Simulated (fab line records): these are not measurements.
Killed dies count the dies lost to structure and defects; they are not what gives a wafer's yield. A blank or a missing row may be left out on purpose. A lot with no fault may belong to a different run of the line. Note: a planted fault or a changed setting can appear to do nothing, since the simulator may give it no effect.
Comparing a struck lot with a sound one | flow gf180mcu | 29 steps out of a route of 602
Sound: wafers L309.1, L309.2, L309.4. Struck: wafers L314.3, L314.5 (left out: L314.2, a lot-mate that was not struck); the cause follows at the end.
Per side, at each step with rows, come the tool, then ch with its chambers, and then its first start. Under that, the readings that differ: sound wafers | struck wafers | difference of the means | sigmas: that difference in standard deviations of wafers without a fault.
alike: same words and numbers on both sides, and readings whose means sit less than 2 such deviations apart. not compared: any withheld reading, any reading some wafer has no value for, any bound like >300 that may hide the same value, and any number with overlapping values for which the record gives no deviation.
Wherever a step has rows on one side only, a row that says differs or no value, or a row with sigmas, the two part there. Numbers that have no deviation but don't overlap get no sigmas and don't part them. A reading missing from all wafers of one side parts the sides only when that side holds two or more wafers.

first, 1 step without rows for these wafers: GF_V1_ETCH_17 (etches SiO2 in C4F8/O2/Ar, stops on TiN, target depth 630 nm).
GF_V1_STRIP_18: strips in O2/N2.
  sound on plasmaAsher-04 ch 0,1, day 18 11:54; struck on plasmaAsher-02 ch 0,1, day 21 17:16
  alike: drypumpMotorCurrentA, heaterPowerW, oesProductAu
  not compared: rfHoursCounterH
then, 4 steps without rows for these wafers: GF_V1_STRIP_19 (strips in post etch residue remover, time 1200 s); GF_V1_CLEAN_20 (cleans in DIW); GF_V1_SPUTTER_21 (material Ti, target thk 15 nm, time 80.02 s); GF_V1_SPUTTER_22 (material TiN, target thk 10 nm, time 40 s).
GF_V1_CVD_23: deposits W, target thk 350 nm, time 105.05 s.
  sound on cvdW-01 ch 0,1, day 18 12:40; struck on cvdW-02 ch 0,1, day 21 17:56
  alike: heaterPowerW
GF_V1_RS_MEAS_24: uses a four-point probe to measure.
  struck on filmMetro-04, day 21 18:04; sound on filmMetro-02, day 18 12:46
  alike: V1_W_RS
GF_V1_THK_MEAS_25: measures by xrf.
  struck on filmMetro-04, day 21 18:10; sound on filmMetro-02, day 18 12:53
reading       | sound       | struck  | difference | sigmas
V1_W_THK (nm) | 335 332 339 | 342 350 | +11        | +2
GF_V1_CMP_26: polishes, stops on SiO2, t overpolish 15 s, target thk 0 nm.
  sound on cmp-02 ch 0,1,2, day 18 12:57; struck on cmp-02 ch 2,3, day 21 18:13
  alike: motorCurrentA, overpolishRunS, platenRpm, timeToEndpointS
GF_M2_SPUTTER_00: material Ti, target thk 37.5 nm, time 150 s.
  struck on pvdSputter-03, day 21 18:31; sound on pvdSputter-01, day 18 13:15
  alike: throttleValvePct
then, 1 step without rows for these wafers: GF_M2_SPUTTER_01 (material TiN, target thk 30 nm, time 25 s).
GF_M2_SPUTTER_02: material AlCu, target thk 450 nm, time 23.9 s.
  struck on pvdSputter-03, day 21 18:39; sound on pvdSputter-01, day 18 13:23
reading                                | sound             | struck    | difference | sigmas
model.AlCu_of_M2_SPUTTER_02.thkNm (nm) | 454.7 452.9 454.7 | 748.3 740 | +290.1     | 
  alike: throttleValvePct
then, 1 step without rows for these wafers: GF_M2_SPUTTER_03 (material Ti, target thk 10 nm, time 6.7 s).
GF_M2_SPUTTER_04: material TiN, target thk 50 nm, time 41.7 s.
  struck on pvdSputter-03, day 21 18:42; sound on pvdSputter-01, day 18 13:26
  alike: throttleValvePct
GF_M2_RS_MEAS_05: uses a four-point probe to measure.
  struck on filmMetro-01, day 21 18:46; sound on filmMetro-02, day 18 13:28
reading             | sound                | struck        | difference | sigmas
M2_ALCU_RS (ohm/sq) | 0.0688 0.0692 0.0687 | 0.0417 0.0421 | -0.0270    | -39
GF_M2_THK_MEAS_06: measures by xrf.
  struck on filmMetro-01, day 21 18:52; sound on filmMetro-02, day 18 13:35
reading          | sound       | struck  | difference | sigmas
M2_ALCU_THK (nm) | 449 449 451 | 749 743 | +296       | +57
then, 7 steps without rows for these wafers: GF_M2_DEHYDRATE_07 (time 60 s); GF_M2_HMDS_08 (prime time 60 s); GF_M2_COAT_09 (resist thk 1000 nm); GF_M2_SOFTBAKE_10 (time 60 s); GF_M2_EXPOSE_11 (exposes mask Metal2, target cd 280 nm); GF_M2_PEB_12 (peb time 90 s); GF_M2_DEVELOP_13 (develop time 60 s).
GF_M2_CD_MEAS_14: the cd target is 280 nm.
  struck on cdSem-02, day 22 18:20; sound on cdSem-01, day 19 12:30
  alike: cdNm
GF_M2_OVL_MEAS_15:
  struck on overlay-01, day 22 18:26; sound on overlay-01, day 19 12:37
  alike: M2_OVL
GF_M2_METAL_ETCH_16: etches the open film in Cl2/BCl3, stops on SiO2, target depth 627.5 nm, time 104.6 s.
  sound on rieMetal-04 ch 0,1, day 19 12:39; struck on rieMetal-04 ch 0, day 22 18:30
reading              | sound                | struck        | difference | sigmas
oesProductAu (a.u.)  | 0.972 0.974 0.972    | 0.996 1.002   | +0.026     | +4
throttleValvePct (%) | 28.237 28.232 28.268 | 28.218 28.233 | -0.020     | -2
  alike: drypumpMotorCurrentA
  not compared: rfHoursCounterH
then, 1 step without rows for these wafers: GF_M2_STRIP_17 (strips in O2/N2).
-- the record jumps here: 9 days lie between the struck wafers' starts before and after (it left off in module M2 and takes up again in module PASSIVATION, whose first step shown is number 602 of the route) --
GF_PASSIVATION_PROBE_99:
  the record has rows for the struck wafers here (prober-01, day 31 19:52) and none for the sound ones

== WHERE THEY PART ==
Last at GF_PASSIVATION_PROBE_99 as far as this record goes, first at GF_V1_THK_MEAS_25.

WHY: the cause the simulator had injected
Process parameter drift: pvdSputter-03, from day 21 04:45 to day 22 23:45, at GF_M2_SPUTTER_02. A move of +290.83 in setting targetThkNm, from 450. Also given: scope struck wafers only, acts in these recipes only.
